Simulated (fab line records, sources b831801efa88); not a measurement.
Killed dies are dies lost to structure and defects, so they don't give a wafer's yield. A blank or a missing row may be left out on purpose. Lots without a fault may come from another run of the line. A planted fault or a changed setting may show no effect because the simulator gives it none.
fab line records | flow sky130
record lots=7 wafers=21 last_day=50
route steps=708 shown METAL2@495 VIA2@507 PAD_OPEN@708
lots that met no fault: from a run of the same line without faults
start_h: hours from the record's first day to the start of the lot's first wafer shown | wait_h: hours since the lot's step before | " the same as in the row above | L1.1+2: a row that stands for several wafers | - no value, or no start given | * or withheld: withheld | < > ~ a bound
route shown NAME@n: a module of which the file shows steps, and the number in the route of the first | usual: mean/standard deviation of fault-free wafers | same: alike in all rows | chamber/n: place in a boat | sites: the reading at each site | _std_site: their standard deviation | _edge_site: outer sites' mean less inner sites' | radius_mm: how far each site lies from the wafer's centre | mask NAME#n: copy n | behind: the tool/chamber that last shaped the wafer | hold: why the lot was held/for how many hours/how that ended | device: the transistor (n, p or np) that didn't switch | end of line: the same wafers' tests at the end of the route | a step without rows: its recipe alone | killed: dies lost to structure and defects at the first sort, not the wafer's yield | map: a wafer's dies, x killed, . not, _ none there
set.NAME: the setting as run; set.NAME@STEP: as run at that earlier step | model.NAME: the simulator's own value behind a step, which no gauge read
lots at some steps of the route; a table a step, a row a wafer
services: from which hour (start_h, from the record's first day; less than 0 if before it) a tool's chamber was out of use, for how many hours, and why
## steps
# step SKY_METAL2_EXPOSE_12
# recipe mask_id=MM2 na=0.8 source_shape=annular sigma_inner=0.55 sigma_outer=0.85 target_cd_nm=140 dose_mj=28
# step SKY_METAL2_PEB_13
# recipe peb_temp_c=withheld peb_time_s=withheld resist=KrF-thick
# step SKY_METAL2_DEVELOP_14
# recipe develop_time_s=60 resist=KrF-thick dev_temp_c=21
# step SKY_METAL2_CD_MEAS_15
# recipe target_cd_nm=140
# usual cd_nm=139.6/1.5
# columns lot.wafer tool chamber start_h wait_h cd_nm
L525.1 cd_sem-02 - 877.52 - 142.0
L525.2 " - " " 141.5
L525.5 " - " " 141.3
L526.2 cd_sem-02 - 880.42 - 138.1
L526.4 " - " " 137.7
L526.5 " - " " 138.1
L527.4 cd_sem-01 - 880.63 - 141.2
L527.5 " - " " 141.3
L527.6 " - " " 141.5
L533.2 cd_sem-01 - 924.22 - 140.7
L533.4 " - " " 140.7
L533.6 " - " " 140.2
L535.3 cd_sem-01 - 962.80 - 138.4
L535.4 " - " " 137.6
L535.6 " - " " 139.2
L539.1 cd_sem-02 - 969.75 - 138.0
L539.2 " - " " 138.2
L539.5 " - " " 136.9
L540.1 cd_sem-01 - 974.61 - 138.4
L540.2 " - " " 139.0
L540.3 " - " " 136.6
# step SKY_METAL2_OVL_MEAS_16
# usual METAL2_OVL=-4/5.1
# columns lot.wafer tool chamber start_h wait_h METAL2_OVL[nm]
L525.1 overlay-02 - 877.64 0.1 -2
L525.2 " - " " 2
L525.5 " - " " -4
L526.2 overlay-02 - 880.53 0.1 2
L526.4 " - " " 1
L526.5 " - " " 5
L527.4 overlay-02 - 880.71 0.1 -1
L527.5 " - " " 4
L527.6 " - " " -2
L533.2 overlay-02 - 924.33 0.1 -9
L533.4 " - " " -9
L533.6 " - " " -12
L535.3 overlay-01 - 962.90 0.1 2
L535.4 " - " " -2
L535.6 " - " " 4
L539.1 overlay-02 - 969.87 0.1 -8
L539.2 " - " " 2
L539.5 " - " " -4
L540.1 overlay-02 - 974.73 0.1 -15
L540.2 " - " " -8
L540.3 " - " " -9
# step SKY_METAL2_DESCUM_17
# recipe chemistry=O2 source_power_w=150 bias_power_w=0 pressure_mtorr=10 temp_c=40 time_s=8
# step SKY_METAL2_ETCH_18
# recipe chemistry=N2/H2 target=BARC ion_energy_ev=200 bias_w=100 pressure_mtorr=30 n2_flow_sccm=100 h2_flow_sccm=200 icp_w=500 stop_on=SiO2 time_s=45.9 target_depth_a=600
# usual drypump_motor_current_A=5.9/0.35 he_backside_leak_sccm=3.36/0.24 oes_product_au=0.856/0.0046 throttle_valve_pct=13.227/0.0088
# columns lot.wafer tool chamber start_h wait_h drypump_motor_current_A he_backside_leak_sccm oes_product_au rf_hours_counter_h throttle_valve_pct
L525.1 rie_metal-01 1 877.71 0.0 6.0 3.26 0.854 1 13.230
L525.2 " 0 " " 5.1 3.48 0.860 7 13.229
L525.5 " 1 " " 6.0 3.46 0.860 - 13.217
L526.2 rie_metal-03 0 880.59 0.0 6.0 3.09 0.856 3 13.237
L526.4 " 1 " " 5.8 3.29 0.860 - 13.224
L526.5 " 1 " " 5.8 3.48 0.849 - 13.231
L527.4 rie_metal-01 0 880.78 0.0 5.2 3.33 0.855 - 13.236
L527.5 " 0 " " 5.2 3.38 0.859 - 13.211
L527.6 " 1 " " 6.0 3.37 0.872 - 13.218
L533.2 rie_metal-01 1 924.39 0.0 6.0 3.44 0.855 3 13.222
L533.4 " 0 " " 5.1 3.57 0.851 - 13.240
L533.6 " 1 " " 6.0 3.44 0.860 - 13.237
L535.3 rie_metal-01 0 962.97 0.0 5.1 3.40 0.859 - 13.241
L535.4 " 1 " " 6.0 3.36 0.852 - 13.228
L535.6 " 0 " " 5.1 3.30 0.854 - 13.240
L539.1 rie_metal-01 1 969.94 0.0 6.0 3.69 0.855 5 13.226
L539.2 " 0 " " 5.1 3.27 0.858 12 13.230
L539.5 " 0 " " 5.1 3.47 0.848 - 13.215
L540.1 rie_metal-01 0 974.80 0.0 5.1 3.44 0.856 13 13.224
L540.2 " 1 " " 6.0 3.15 0.852 6 13.240
L540.3 " 1 " " 6.0 3.20 0.857 - 13.213
# step SKY_METAL2_METAL_ETCH_19
# recipe target_depth_a=3600 stop_on=SiO2 over_etch_frac=0.3 time_s=78 chemistry=Cl2/BCl3 resist_sidewall_deg=88 pressure_mtorr=10 icp_w=900 bias_w=48.5 Cl2_flow_sccm=60 bcl3_flow_sccm=30
# usual drypump_motor_current_A=5.8/0.36 he_backside_leak_sccm=3.37/0.26 oes_product_au=0.856/0.0061 throttle_valve_pct=22.264/0.0082
# columns lot.wafer tool chamber start_h wait_h drypump_motor_current_A he_backside_leak_sccm oes_product_au rf_hours_counter_h throttle_valve_pct
L525.1 rie_metal-01 1 877.77 0.0 6.0 3.23 0.849 1 22.255
L525.2 " 0 " " 5.1 3.28 0.860 7 22.261
L525.5 " 1 " " 6.0 3.17 0.857 - 22.261
L526.2 rie_metal-03 0 880.65 0.0 6.0 3.06 0.859 3 22.267
L526.4 " 1 " " 5.8 3.31 0.856 - 22.267
L526.5 " 1 " " 5.8 3.78 0.859 - 22.262
L527.4 rie_metal-01 0 880.85 0.1 5.1 3.31 0.851 - 22.257
L527.5 " 0 " " 5.1 3.16 0.857 - 22.267
L527.6 " 1 " " 6.0 3.34 0.857 - 22.276
L533.2 rie_metal-01 1 924.45 0.0 6.0 3.10 0.857 3 22.261
L533.4 " 0 " " 5.1 3.50 0.857 - 22.265
L533.6 " 1 " " 6.0 2.95 0.857 - 22.260
L535.3 rie_metal-01 0 963.05 0.1 5.1 3.30 0.851 - 22.269
L535.4 " 1 " " 6.0 3.29 0.855 - 22.268
L535.6 " 0 " " 5.1 3.38 0.856 - 22.261
L539.1 rie_metal-01 1 970.00 0.0 6.0 3.53 0.849 5 22.273
L539.2 " 0 " " 5.1 3.39 0.852 12 22.268
L539.5 " 0 " " 5.1 3.50 0.846 - 22.276
L540.1 rie_metal-01 0 974.87 0.0 5.1 3.52 0.864 13 22.257
L540.2 " 1 " " 6.0 3.21 0.853 6 22.262
L540.3 " 1 " " 6.0 3.44 0.847 - 22.263
# step SKY_METAL2_STRIP_20
# recipe chemistry=O2/N2 power_w=1400 pressure_mtorr=1500 platen_temp_c=withheld o2_flow_sccm=3000 n2_flow_sccm=300 overash_fraction=0.5
# usual drypump_motor_current_A=5.8/0.45 o2_flow_sccm=2999/8.2 oes_product_au=0.343/0.0053 strip_time_to_endpoint_s=2.70/0.042
# same overash_fraction=0.5
# columns lot.wafer tool chamber start_h wait_h drypump_motor_current_A o2_flow_sccm oes_product_au rf_hours_counter_h strip_time_to_endpoint_s
L525.1 plasma_asher-02 1 877.86 0.1 6.2 3004 0.342 75 2.70
L525.2 " 0 " " 5.2 2986 0.346 75 2.68
L525.5 " 1 " " 6.2 3005 0.350 - 2.74
L526.2 plasma_asher-03 1 880.74 0.1 6.2 2997 0.340 103 2.78
L526.4 " 1 " " 6.2 2998 0.351 - 2.63
L526.5 " 0 " " 6.2 3007 0.339 - 2.66
L527.4 plasma_asher-02 1 880.95 0.1 6.2 2989 0.339 - 2.69
L527.5 " 0 " " 5.1 3003 0.344 - 2.72
L527.6 " 1 " " 6.2 2998 0.345 - 2.73
L533.2 plasma_asher-03 0 924.54 0.1 6.2 2995 0.339 108 2.71
L533.4 " 1 " " 6.2 2997 0.347 - 2.67
L533.6 " 0 " " 6.2 2988 0.353 - 2.72
L535.3 plasma_asher-03 1 963.14 0.1 6.2 2981 0.347 - 2.71
L535.4 " 0 " " 6.2 3013 0.341 - 2.74
L535.6 " 0 " " 6.1 3001 0.341 - 2.68
L539.1 plasma_asher-02 0 970.09 0.1 5.1 2999 0.348 85 2.72
L539.2 " 1 " " 6.2 2988 0.345 85 2.70
L539.5 " 0 " " 5.1 3007 0.346 - 2.71
L540.1 plasma_asher-03 0 974.96 0.1 6.2 2999 0.349 111 2.70
L540.2 " 1 " " 6.1 2985 0.351 111 2.68
L540.3 " 0 " " 6.2 2991 0.339 - 2.72
# step SKY_METAL2_STRIP_21
# recipe chemistry=post_etch_residue_remover time_s=1200 temp_c=72.5
# step SKY_METAL2_CLEAN_22
# recipe chemistry=IPA time_s=180 temp_c=25
# step SKY_METAL2_CLEAN_23
# recipe chemistry=O3/DIW dry=n2_spin
# step SKY_VIA2_HDPCVD_00
# recipe material=SiO2 target_thk_nm=1180 sigma_open_frac=0.3 time_s=196.7 temp_c=400 sih4_flow_sccm=60 pressure_mtorr=6
# usual pressure_mtorr=6.001/0.013 run_length_s=224.2/0.41
# columns lot.wafer tool chamber start_h wait_h pressure_mtorr run_length_s
L525.1 hdpcvd-02 2 878.49 0.0 - -
L525.2 " 0 " " - -
L525.5 " 1 " " - -
L526.2 hdpcvd-01 0 881.33 0.0 - -
L526.4 " 1 " " - -
L526.5 " 2 " " - -
L527.4 hdpcvd-02 2 881.57 0.1 - -
L527.5 " 1 " " - -
L527.6 " 0 " " - -
L533.2 hdpcvd-02 2 925.13 0.0 5.994 223.9
L533.4 " 0 " " 5.989 224.6
L533.6 " 2 " " 6.002 224.5
L535.3 hdpcvd-01 2 963.70 0.0 6.002 224.2
L535.4 " 0 " " 5.991 224.7
L535.6 " 1 " " 6.023 224.1
L539.1 hdpcvd-02 0 970.68 0.0 6.013 224.2
L539.2 " 1 " " 6.021 224.3
L539.5 " 2 " " 6.002 224.8
L540.1 hdpcvd-02 0 975.88 0.0 6.015 224.2
L540.2 " 2 " " 5.981 224.0
L540.3 " 1 " " 6.002 224.2
# step SKY_VIA2_CMP_02
# recipe material=SiO2 down_force_psi=4 platen_rpm=60 pad_velocity_m_s=0.94248
# usual motor_current_A=12.0/1.1
# columns lot.wafer tool chamber start_h wait_h motor_current_A
L525.1 cmp-01 0 878.72 0.1 11.0
L525.2 " 1 " " 13.6
L525.5 " 0 " " 11.4
L526.2 cmp-01 0 881.52 0.0 11.7
L526.4 " 3 " " 10.1
L526.5 " 1 " " 13.5
L527.4 cmp-02 2 881.75 0.1 11.1
L527.5 " 1 " " 12.4
L527.6 " 2 " " 11.6
L533.2 cmp-01 3 925.37 0.1 10.2
L533.4 " 0 " " 11.5
L533.6 " 2 " " 11.5
L535.4 cmp-01 0 963.93 0.1 11.7
L535.3 " 2 " " 11.8
L535.6 " 3 " " 9.7
L539.2 cmp-01 1 970.87 0.0 13.8
L539.1 " 2 " " 11.6
L539.5 " 1 " " 13.4
L540.1 cmp-01 1 976.06 0.1 14.4
L540.2 " 2 " " 12.4
L540.3 " 3 " " 10.2
# step SKY_VIA2_BOW_MEAS_03
# recipe mode=bow
# usual VIA2_BOW=87/8
# columns lot.wafer tool chamber start_h wait_h VIA2_BOW[um]
L525.1 film_metro-02 - 878.97 0.2 86
L525.2 " - " " 88
L525.5 " - " " 88
L526.2 film_metro-04 - 881.84 0.3 85
L526.4 " - " " 83
L526.5 " - " " 95
L527.4 film_metro-02 - 882.06 0.3 80
L527.5 " - " " 84
L527.6 " - " " 90
L533.2 film_metro-03 - 925.64 0.2 85
L533.4 " - " " 90
L533.6 " - " " 85
L535.3 film_metro-03 - 964.22 0.1 79
L535.4 " - " " 85
L535.6 " - " " 98
L539.1 film_metro-03 - 971.17 0.2 85
L539.2 " - " " 93
L539.5 " - " " 80
L540.1 film_metro-03 - 976.37 0.3 83
L540.2 " - " " 71
L540.3 " - " " 83
# step SKY_VIA2_DEHYDRATE_04
# recipe temp_c=200 time_s=60
# step SKY_VIA2_HMDS_05
# recipe prime_time_s=60 prime_temp_c=120
# step SKY_VIA2_COAT_06
# recipe resist=BARC temp_c=withheld time_s=withheld spin_rpm=3000 resist_thk_nm=60
# step SKY_VIA2_COAT_07
# recipe resist=KrF-thick spin_rpm=3000 resist_thk_nm=450
# step SKY_VIA2_SOFTBAKE_08
# recipe temp_c=100 time_s=90 resist=KrF-thick
# step SKY_VIA2_EXPOSE_09
# recipe mask_id=VIM2 na=0.8 source_shape=annular sigma_inner=0.55 sigma_outer=0.85 target_cd_nm=200 dose_mj=38
# step SKY_VIA2_PEB_10
# recipe peb_temp_c=withheld peb_time_s=withheld resist=KrF-thick
# step SKY_VIA2_DEVELOP_11
# recipe develop_time_s=60 resist=KrF-thick dev_temp_c=21
# step SKY_VIA2_CD_MEAS_12
# recipe target_cd_nm=200
# usual cd_nm=200.5/1.8
# columns lot.wafer tool chamber start_h wait_h cd_nm
L525.1 cd_sem-01 - 904.52 - 201.5
L525.2 " - " " 201.8
L525.5 " - " " 201.2
L526.2 cd_sem-02 - 907.64 - 202.1
L526.4 " - " " 201.1
L526.5 " - " " 199.6
L527.4 cd_sem-01 - 908.03 - 198.7
L527.5 " - " " 200.4
L527.6 " - " " 200.5
L533.2 cd_sem-01 - 949.89 - 201.0
L533.4 " - " " 201.2
L533.6 " - " " 200.4
L535.3 cd_sem-01 - 987.66 - 199.9
L535.4 " - " " 200.7
L535.6 " - " " 198.5
L539.1 cd_sem-02 - 995.12 - 203.4
L539.2 " - " " 202.5
L539.5 " - " " 203.0
L540.1 cd_sem-01 - 999.85 - 198.6
L540.2 " - " " 196.8
L540.3 " - " " 199.0
# step SKY_VIA2_OVL_MEAS_13
# usual VIA2_OVL=-2/5.8
# columns lot.wafer tool chamber start_h wait_h VIA2_OVL[nm]
L525.1 overlay-01 - 904.64 0.1 -12
L525.2 " - " " -5
L525.5 " - " " -9
L526.2 overlay-02 - 907.75 0.1 -4
L526.4 " - " " -2
L526.5 " - " " 0
L527.4 overlay-01 - 908.11 0.1 -2
L527.5 " - " " -4
L527.6 " - " " -7
L533.2 overlay-02 - 950.00 0.1 -2
L533.4 " - " " 2
L533.6 " - " " 1
L535.3 overlay-01 - 987.76 0.1 -8
L535.4 " - " " 5
L535.6 " - " " -8
L539.1 overlay-01 - 995.24 0.1 -4
L539.2 " - " " -6
L539.5 " - " " 0
L540.1 overlay-02 - 999.97 0.1 10
L540.2 " - " " 2
L540.3 " - " " 2
# step SKY_VIA2_ETCH_14
# recipe chemistry=N2/H2 target=BARC ion_energy_ev=200 source_w=500 bias_w=100 pressure_mtorr=30 n2_flow_sccm=100 h2_flow_sccm=200 stop_on=SiO2 time_s=45.9 target_depth_a=600
# usual drypump_motor_current_A=5.5/0.38 oes_product_au=0.855/0.0045 throttle_valve_pct=13.224/0.0084
# columns lot.wafer tool chamber start_h wait_h drypump_motor_current_A oes_product_au rf_hours_counter_h throttle_valve_pct
L525.1 rie_diel-04 2 904.68 0.0 5.1 0.851 19 13.215
L525.2 " 0 " " 5.0 0.853 20 13.234
L525.5 " 1 " " 6.0 0.849 - 13.219
L526.2 rie_diel-02 3 907.78 0.0 5.8 0.852 20 13.223
L526.4 " 1 " " 5.8 0.851 7 13.218
L526.5 " 2 " " 5.3 0.848 - 13.234
L527.4 rie_diel-01 1 908.13 0.0 5.8 0.855 8 13.218
L527.5 " 1 " " 5.8 0.856 - 13.229
L527.6 " 0 " " 5.4 0.849 - 13.233
L533.2 rie_diel-02 1 950.03 0.0 5.8 0.851 8 13.220
L533.4 " 2 " " 5.2 0.849 21 13.221
L533.6 " 3 " " 5.8 0.850 - 13.218
L535.3 rie_diel-01 1 987.80 0.0 5.8 0.844 - 13.223
L535.4 " 2 " " 4.9 0.848 - 13.225
L535.6 " 1 " " 5.8 0.851 - 13.226
L539.1 rie_diel-01 0 995.28 0.0 5.4 0.857 13 13.223
L539.2 " 1 " " 5.8 0.854 10 13.235
L539.5 " 1 " " 5.8 0.863 - 13.218
L540.1 rie_diel-01 0 1000.01 0.0 5.5 0.855 13 13.226
L540.2 " 1 " " 5.8 0.856 10 13.226
L540.3 " 2 " " 4.9 0.858 16 13.210
# step SKY_VIA2_ETCH_15
# recipe target=SiO2 chemistry=C4F8/O2/Ar target_depth_nm=546 stop_on=TiN mask_material=KrF-thick source_w=1500 bias_w=1200 pressure_mtorr=40 c4f8_flow_sccm=withheld O2_flow_sccm=6 Ar_flow_sccm=300 time_s=84
# usual oes_product_au=0.940/0.0044
# columns lot.wafer tool chamber start_h wait_h oes_product_au rf_hours_counter_h model.etch.depth_nm
L525.1 rie_diel-04 2 904.72 0.0 0.369 19 0
L525.2 " 0 " " 0.380 20 0
L525.5 " 1 " " 0.376 - 0
L526.2 rie_diel-02 3 907.82 0.0 0.374 20 0
L526.4 " 1 " " 0.372 7 0
L526.5 " 2 " " 0.376 - 0
L527.4 rie_diel-01 1 908.17 0.0 0.373 8 0
L527.5 " 1 " " 0.380 - 0
L527.6 " 0 " " 0.377 - 0
L533.2 rie_diel-02 1 950.07 0.0 0.946 8 495.6
L533.4 " 2 " " 0.940 21 493.1
L533.6 " 3 " " 0.947 - 496.3
L535.3 rie_diel-01 1 987.87 0.1 0.940 - 495.7
L535.4 " 2 " " 0.932 - 494.1
L535.6 " 1 " " 0.935 - 493.4
L539.1 rie_diel-01 0 995.32 0.0 0.941 13 495.6
L539.2 " 1 " " 0.940 10 494
L539.5 " 1 " " 0.942 - 495.6
L540.1 rie_diel-01 0 1000.05 0.0 0.938 13 494.7
L540.2 " 1 " " 0.938 10 495.4
L540.3 " 2 " " 0.944 16 494.1
# step SKY_VIA2_STRIP_16
# recipe chemistry=O2/N2 power_w=1400 pressure_mtorr=1500 platen_temp_c=withheld o2_flow_sccm=3000 n2_flow_sccm=300 overash_fraction=0.5
# step SKY_PAD_OPEN_PROBE_99
# usual defect_limited_yield=82.1/1.7 killed_at_M0_to_M3=44/6.4 killed_at_M4_up=3.0/1.8 killed_at_contacts=24/5 killed_at_front_end=16/4.3 killed_at_other=0.4/0.76 killed_dies=88/8.6 killed_on_rim=18/4 killed_open=47/7.2 killed_short=40/5.5 sort_bin_3_pad_short=0.9/0.44 sort_bin_5_function=10.6/1.5 sort_bin_6_memory=6.4/1.2 sort_n_pass=404/8.6 sort_yield_pct=82.1/1.7
# same gross_dies=492 killed_at_back_side=0 sort_bin_4_leakage[%]=0 sort_bin_8_speed[%]=0
# columns lot.wafer tool chamber start_h wait_h defect_limited_yield[%] killed_at_M0_to_M3 killed_at_M4_up killed_at_contacts killed_at_front_end killed_at_other killed_dies killed_on_rim killed_open killed_short sort_bin_3_pad_short[%] sort_bin_5_function[%] sort_bin_6_memory[%] sort_n_pass sort_yield_pct[%]
L525.1 prober-02 - 1119.43 0.1 0 485 3 2 2 0 492 96 7 8 25.0 73.4 1.6 0 0
L525.2 prober-02 - 1119.48 0.1 0 484 1 3 3 1 492 96 11 6 24.8 70.9 4.3 0 0
L525.5 prober-02 - 1119.63 0.2 0 482 0 3 5 2 492 96 4 8 23.4 74.4 2.2 0 0
L526.2 prober-01 - 1122.93 0.1 0 478 0 11 2 1 492 96 14 8 23.2 74.0 2.8 0 0
L526.4 prober-01 - 1123.03 0.2 0 484 1 4 3 0 492 96 8 9 26.6 71.3 2.0 0 0
L526.5 prober-01 - 1123.08 0.2 0 482 1 3 5 1 492 96 7 7 19.3 77.2 3.5 0 0
L527.4 prober-02 - 1125.05 0.2 0 476 1 6 7 2 492 96 11 11 22.6 75.4 2.0 0 0
L527.5 prober-02 - 1125.10 0.2 0 485 1 3 3 0 492 96 8 8 22.8 74.4 2.8 0 0
L527.6 prober-02 - 1125.15 0.2 0 484 1 5 2 0 492 96 10 8 24.8 72.6 2.6 0 0
L533.2 prober-02 - 1154.12 0.1 80.7 35 5 28 26 1 95 15 55 38 0.8 11.4 7.1 397 80.7
L533.4 prober-02 - 1154.22 0.2 83.3 38 3 26 15 0 82 19 38 43 1.2 9.8 5.7 410 83.3
L533.6 prober-02 - 1154.32 0.2 82.7 44 1 22 18 0 85 23 45 40 1.0 8.3 7.9 407 82.7
L539.1 prober-02 - 1190.37 0.1 82.1 37 3 29 19 0 88 19 44 43 0.4 11.4 6.1 404 82.1
L539.2 prober-02 - 1190.42 0.1 81.7 45 5 26 13 1 90 24 50 40 1.0 10.2 7.1 402 81.7
L539.5 prober-02 - 1190.57 0.2 80.7 45 6 30 14 0 95 24 50 44 0.6 9.3 9.3 397 80.7
# killed by level:class
L525.1 VIA2:lost_pattern=476 METAL4:geometric_particle:short=2 CONTACT:geometric_particle:open=2 VIA2:geometric_particle:open=2 METAL3:geometric_particle:short=2 VIA1:geometric_particle:short=1 FIELD_ISO:geometric_particle:open=1 POLY_GATE:geometric_particle:short=1
L525.2 VIA2:lost_pattern=473 VIA1:geometric_particle:open=3 LI_CONTACT:geometric_particle:open=2 METAL1:geometric_particle:short=2 VIA3:geometric_particle:open=2 SPACER:geometric_particle:open=1 FIELD_ISO:geometric_particle:open=1 POLY_GATE:geometric_particle:short=1
L525.5 VIA2:lost_pattern=478 POLY_GATE:geometric_particle:open=2 POLY_GATE:geometric_particle:short=2 GATE_OXIDE:geometric_particle:short=1 LI_CONTACT:geometric_particle:short=1 METAL2:geometric_particle:short=1 LOCAL_INTERCONNECT:geometric_particle:short=1 CONTACT:geometric_particle:open=1
L526.2 VIA2:lost_pattern=467 CONTACT:geometric_particle:open=4 CONTACT:geometric_particle:short=3 VIA1:geometric_particle:open=3 VIA3:geometric_particle:open=3 LI_CONTACT:geometric_particle:open=2 SPACER:geometric_particle:open=1 POLY_CUT:geometric_particle:short=1
L526.4 VIA2:lost_pattern=473 CONTACT:geometric_particle:short=3 VIA3:geometric_particle:short=3 VIA3:geometric_particle:open=2 FIELD_ISO:geometric_particle:open=1 POLY_GATE:geometric_particle:open=1 SPACER:geometric_particle:open=1 CONTACT:geometric_particle:open=1
L526.5 VIA2:lost_pattern=476 FIELD_ISO:geometric_particle:open=2 POLY_GATE:geometric_particle:short=2 METAL2:geometric_particle:short=2 POLY_CUT:geometric_particle:open=1 LI_CONTACT:geometric_particle:short=1 LI_CONTACT:geometric_particle:open=1 LOCAL_INTERCONNECT:geometric_particle:short=1
L527.4 VIA2:lost_pattern=468 LI_CONTACT:geometric_particle:open=3 VIA1:geometric_particle:open=3 FIELD_ISO:geometric_particle:open=2 METAL1:geometric_particle:short=2 CONTACT:geometric_particle:short=2 CAPM:area_expose=2 FIELD_ISO:geometric_particle:short=1
L527.5 VIA2:lost_pattern=474 VIA1:geometric_particle:open=3 CONTACT:geometric_particle:short=2 METAL1:geometric_particle:open=2 METAL3:area_expose=2 FIELD_ISO:geometric_particle:short=1 POLY_GATE:geometric_particle:open=1 SPACER:geometric_particle:open=1
L527.6 VIA2:lost_pattern=473 VIA1:geometric_particle:open=3 FIELD_ISO:geometric_particle:open=2 METAL1:geometric_particle:short=2 LI_CONTACT:geometric_particle:open=1 LI_CONTACT:geometric_particle:short=1 LOCAL_INTERCONNECT:geometric_particle:short=1 METAL2:geometric_particle:short=1
L533.2 CONTACT:geometric_particle:open=15 VIA1:geometric_particle:open=8 POLY_GATE:geometric_particle:short=7 VIA2:geometric_particle:open=7 LI_CONTACT:geometric_particle:open=6 VIA1:geometric_particle:short=6 FIELD_ISO:geometric_particle:short=5 METAL2:geometric_particle:short=5
L533.4 LI_CONTACT:geometric_particle:open=11 FIELD_ISO:geometric_particle:short=8 CONTACT:geometric_particle:open=7 VIA1:geometric_particle:open=7 METAL1:geometric_particle:short=6 VIA3:geometric_particle:open=5 CONTACT:geometric_particle:short=5 VIA2:geometric_particle:short=5
L533.6 CONTACT:geometric_particle:open=13 VIA2:geometric_particle:open=9 METAL1:geometric_particle:short=7 VIA1:geometric_particle:short=7 CONTACT:geometric_particle:short=6 VIA3:geometric_particle:open=6 FIELD_ISO:geometric_particle:short=5 POLY_GATE:geometric_particle:short=5
L539.1 CONTACT:geometric_particle:open=12 VIA1:geometric_particle:open=9 VIA3:geometric_particle:open=7 FIELD_ISO:geometric_particle:short=6 CONTACT:geometric_particle:short=6 VIA2:geometric_particle:open=6 POLY_GATE:geometric_particle:open=5 LOCAL_INTERCONNECT:geometric_particle:short=5
L539.2 VIA2:geometric_particle:open=9 CONTACT:geometric_particle:open=8 CONTACT:geometric_particle:short=7 VIA3:geometric_particle:open=7 LI_CONTACT:geometric_particle:open=6 VIA1:geometric_particle:open=5 METAL2:geometric_particle:short=5 METAL3:geometric_particle:short=5
L539.5 CONTACT:geometric_particle:open=12 VIA1:geometric_particle:open=12 LI_CONTACT:geometric_particle:open=7 VIA2:geometric_particle:open=7 FIELD_ISO:geometric_particle:short=5 CONTACT:geometric_particle:short=5 VIA1:geometric_particle:short=5 POLY_GATE:geometric_particle:short=4
# map L525.1 (x killed, . not)
__________xxxxxxxxxx_________
________xxxxxxxxxxxxxx_______
______xxxxxxxxxxxxxxxxxx_____
_____xxxxxxxxxxxxxxxxxxxx____
____xxxxxxxxxxxxxxxxxxxxxx___
___xxxxxxxxxxxxxxxxxxxxxxxx__
__xxxxxxxxxxxxxxxxxxxxxxxxxx_
_xxxxxxxxxxxxxxxxxxxxxxxxxxxx
_xxxxxxxxxxxxxxxxxxxxxxxxxxxx
_xxxxxxxxxxxxxxxxxxxxxxxxxxxx
_xxxxxxxxxxxxxxxxxxxxxxxxxxxx
_xxxxxxxxxxxxxxxxxxxxxxxxxxxx
_xxxxxxxxxxxxxxxxxxxxxxxxxxxx
_xxxxxxxxxxxxxxxxxxxxxxxxxxxx
_xxxxxxxxxxxxxxxxxxxxxxxxxxxx
__xxxxxxxxxxxxxxxxxxxxxxxxxx_
___xxxxxxxxxxxxxxxxxxxxxxxx__
____xxxxxxxxxxxxxxxxxxxxxx___
_____xxxxxxxxxxxxxxxxxxxx____
______xxxxxxxxxxxxxxxxxx_____
________xxxxxxxxxxxxxx_______
__________xxxxxxxxxx_________
# map L526.2 (x killed, . not)
__________xxxxxxxxxx_________
________xxxxxxxxxxxxxx_______
______xxxxxxxxxxxxxxxxxx_____
_____xxxxxxxxxxxxxxxxxxxx____
____xxxxxxxxxxxxxxxxxxxxxx___
___xxxxxxxxxxxxxxxxxxxxxxxx__
__xxxxxxxxxxxxxxxxxxxxxxxxxx_
_xxxxxxxxxxxxxxxxxxxxxxxxxxxx
_xxxxxxxxxxxxxxxxxxxxxxxxxxxx
_xxxxxxxxxxxxxxxxxxxxxxxxxxxx
_xxxxxxxxxxxxxxxxxxxxxxxxxxxx
_xxxxxxxxxxxxxxxxxxxxxxxxxxxx
_xxxxxxxxxxxxxxxxxxxxxxxxxxxx
_xxxxxxxxxxxxxxxxxxxxxxxxxxxx
_xxxxxxxxxxxxxxxxxxxxxxxxxxxx
__xxxxxxxxxxxxxxxxxxxxxxxxxx_
___xxxxxxxxxxxxxxxxxxxxxxxx__
____xxxxxxxxxxxxxxxxxxxxxx___
_____xxxxxxxxxxxxxxxxxxxx____
______xxxxxxxxxxxxxxxxxx_____
________xxxxxxxxxxxxxx_______
__________xxxxxxxxxx_________
## services
# columns tool chamber start_h hours kind
hdpcvd-01 - 854.52 6.0 pm
hdpcvd-02 2 855.24 7.6 repair
rie_diel-02 3 858.95 3.1 repair
rie_metal-03 1 859.73 4.3 repair
rie_diel-01 - 865.89 28.6 repair
rie_diel-02 1 877.29 3.6 repair
rie_metal-03 - 884.77 4.0 pm
rie_diel-04 2 905.08 8.6 repair
hdpcvd-02 - 915.69 5.4 repair
cmp-01 - 922.22 2.5 repair
rie_diel-02 - 930.55 0.5 repair
rie_metal-01 - 942.61 0.2 repair
plasma_asher-03 - 947.70 14.6 pm
hdpcvd-02 2 947.76 8.7 repair
cmp-01 - 950.25 5.6 pm
hdpcvd-02 - 950.25 15.0 pm
rie_diel-02 1 960.33 7.1 repair
rie_diel-01 1 965.47 10.7 repair
rie_diel-01 3 969.45 20.5 repair
cmp-01 - 972.54 0.9 repair
rie_diel-01 1 977.86 4.1 repair
rie_diel-02 - 982.95 0.9 repair
rie_diel-01 0 986.86 6.9 repair
rie_diel-02 - 994.05 0.5 repair
## key
first_sign step=SKY_VIA2_HDPCVD_00 reading=tool_record direction=missing
effect step=SKY_VIA2_ETCH_15 reading=oes_product_au direction=down sigmas=99+ usual=0.940 struck=0.375
effect step=SKY_PAD_OPEN_PROBE_99 reading=killed_at_M0_to_M3 direction=up sigmas=68 usual=44 struck=482
model_effect step=SKY_VIA2_ETCH_15 value=etch.depth_nm without=494.1 struck=0
met_at SKY_VIA2_HDPCVD_00
struck_wafers L525.1,L525.2,L525.5,L526.2,L526.4,L526.5,L527.4,L527.5,L527.6
later_rows_left_out L525.1,L525.2,L525.5,L526.2,L526.4,L526.5,L527.4,L527.5,L527.6
fault kind=skipped_step_whole tool=hdpcvd-01,hdpcvd-02 chamber=- onset_h=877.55 steps=SKY_VIA2_HDPCVD_00 scope=struck_lots_only
# later_rows_left_out: the simulator's readings of these wafers behind a module that went badly wrong aren't trusted and aren't shown, but for the sort
